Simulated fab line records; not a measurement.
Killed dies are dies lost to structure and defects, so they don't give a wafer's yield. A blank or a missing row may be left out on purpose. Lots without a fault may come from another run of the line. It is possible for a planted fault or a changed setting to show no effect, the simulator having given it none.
The same fault as seen by 2 desks ; flow gf180mcu ; only its own numbers are on each desk; what lay behind them is given at the end

## TOOL OWNER'S DESK, plasma asher-01
The tool's own readings at GF_DUAL_GATE_STRIP_13 (strips in O2/N2): means of the sampled wafers that have a number, for each lot that ran on this tool. If a lot's mean is further than 4 standard deviations from the usual mean, the lot is out of limits and carries the mark OUT (the distance appears in the brackets).
Columns: A = chamber pressure mTorr at GF_DUAL_GATE_STRIP_13, usual 1500.0 mTorr; B = drypump motor current A at GF_DUAL_GATE_STRIP_13, usual 5.9 A; C = heater power w at GF_DUAL_GATE_STRIP_13, usual 326 W; D = oes product au at GF_DUAL_GATE_STRIP_13, usual 0.717 a.u.; E = strip time to endpoint s at GF_DUAL_GATE_STRIP_13, usual 12.65 s
lot;first seen here;A;B;C;D;E
L941;day 8 06:11;1497.8;6.2;331;0.714;12.69
L942;day 8 13:48;1498.4;5.9;349;0.718;12.68
L944;day 9 02:20;1500.2;6.6;307;0.717;12.67
L953;day 11 21:55;1501.8;6.2;333;0.717;12.68
L954;day 12 01:46;1500.6;5.8;349;0.704;12.81
L955;day 12 07:50;1501.0;5.9;343;0.706;12.86 (+5.2) OUT
This desk's finding: out of limits on L955; first on L955, day 12 07:50 (strip time to endpoint s at GF_DUAL_GATE_STRIP_13). Within limits: L941, L942, L944, L953, L954.

## AT THE METROLOGY DESK
What the gauges read for every lot (on any tool): the sampled wafers with a number, averaged. If a lot's mean is further than 4 standard deviations from the usual mean, the lot is out of limits and carries the mark OUT (the distance appears in the brackets).
Columns: A = POLY_GATE_CVD_00_THK at GF_POLY_GATE_THK_MEAS_01, usual 201.5 nm
lot;first seen here;A
L941;day 8 09:13;199.9
L942;day 8 18:32;204.2
L944;day 9 06:21;197.5
L948;day 10 08:13;199.3
L950;day 11 01:17;201.1
L953;day 12 01:49;200.9
L954;day 12 04:52;202.0
L955;day 12 10:55;203.3
L958;day 13 11:24;202.5
L960;day 13 21:38;200.6
L962;day 14 14:15;200.6
L964;day 15 04:06;204.6
Result from this desk: across the 12 lots, nothing is out of limits.

## BROUGHT TOGETHER
The tool owner's desk could have raised an alarm at day 12 07:50, on L955.
Metrology desk: nothing out of limits seen.
The metrology desk has L955 on record, within its limits.
The lots listed all ran GF_DUAL_GATE_STRIP_13 on plasma asher-01.

## WHAT THE SIMULATOR PUT IN
plasma asher-01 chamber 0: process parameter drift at GF_DUAL_GATE_STRIP_13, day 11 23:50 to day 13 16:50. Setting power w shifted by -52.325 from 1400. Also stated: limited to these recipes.
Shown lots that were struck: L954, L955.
Each desk's first reading out of limits, in hours after the fault started: the tool owner's desk, 8.
